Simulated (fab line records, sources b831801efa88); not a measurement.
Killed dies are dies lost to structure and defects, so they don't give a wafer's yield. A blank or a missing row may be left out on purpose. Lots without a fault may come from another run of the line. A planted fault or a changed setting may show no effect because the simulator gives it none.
Problem report in the 8D (eight disciplines) form, filled by code | flow sky130 | the parts of the form that need people (team, actions taken, sign-off) are left out

1. THE PROBLEM
FIELD_ISO_CVD_24_THK at SKY_FIELD_ISO_THK_MEAS_25 reads a mean of 644 nm on 2 wafers of 2 lots; wafers without a fault read 597 nm with a standard deviation of 5.8. That is +8.2 standard deviations from the usual mean.
First seen on wafer L480.6, day 6 12:23, on film_metro-01. The record holds 39 wafers of 13 lots with a number at this step. Rule for "out", or "out of limits": more than 4 standard deviations from the usual mean. The other wafers with a number count as sound.

2. WHAT IT IS AND WHAT IT IS NOT
question                    | is                           | is not
which readings at this step | FIELD_ISO_CVD_24_THK         | -
which lots                  | L480, L481                   | L461, L462, L463, L464, L466, L467, L468, L470, L475, L477, L484
which wafers of those lots  | L480.6, L481.6               | L480.1, L480.5, L481.1, L481.2
read on which gauges        | film_metro-01, film_metro-04 | -
when                        | from day 6 12:23             | up to then (32 sound wafers); but 5 sound wafers of L481, L484 came after

3. SUSPECTS, AND WHAT RULES EACH OUT
Counting: a tool at a process step up to the reading stays a suspect if it ran every lot that is out. Sound lots after the first of them don't rule it out here, since some wafers of a struck lot are sound.
- the gauge at SKY_FIELD_ISO_THK_MEAS_25: ruled out. The wafers that are out were read on 2 gauges (film_metro-01, film_metro-04).
- hdpcvd-01 at SKY_FIELD_ISO_CVD_24 (deposits SiO2, target thk 595 nm, time 99.2 s): kept. It ran every lot that is out, first L480 (day 6 12:19); its last sound lot up to then is L477 (day 5 18:06).
Left after counting: hdpcvd-01 at SKY_FIELD_ISO_CVD_24.

4. THE CAUSE (what the simulator had put in)
Process parameter drift: hdpcvd-01, from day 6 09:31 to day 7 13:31, at SKY_FIELD_ISO_CVD_24. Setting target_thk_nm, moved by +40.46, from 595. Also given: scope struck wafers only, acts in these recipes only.
Counting left only this tool.

5. THE CHAIN OF EFFECTS, in route order
Each row: a reading whose mean over the struck wafers that have a number lies more than 3 standard deviations from the usual. Only readings for which the record gives a usual standard deviation are gone through. hours: the time from each lot's start at the first step in this table that gives one to its start at this step, as a median over the lots. sigmas: the change in usual standard deviations.
hours | step                      | reading              | usual  | on struck wafers | change | sigmas
0     | SKY_FIELD_ISO_THK_MEAS_25 | FIELD_ISO_CVD_24_THK | 597 nm | 644              | +48    | +8.2
Later measuring or inspecting steps at which every struck wafer that the step has a row for has a number for every such reading, and none has moved that far: SKY_VT_ADJUST_HVTP_OVL_MEAS_08.

6. WHAT WOULD HAVE CAUGHT IT SOONER
In this record the first reading out of limits at a measuring or inspecting step was taken at day 6 12:23, 3 hours after the fault began at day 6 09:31.
Of the lots that are out (2), L481 began SKY_FIELD_ISO_CVD_24 on hdpcvd-01 after day 6 12:23. A hold on the tool at that time would have spared it.
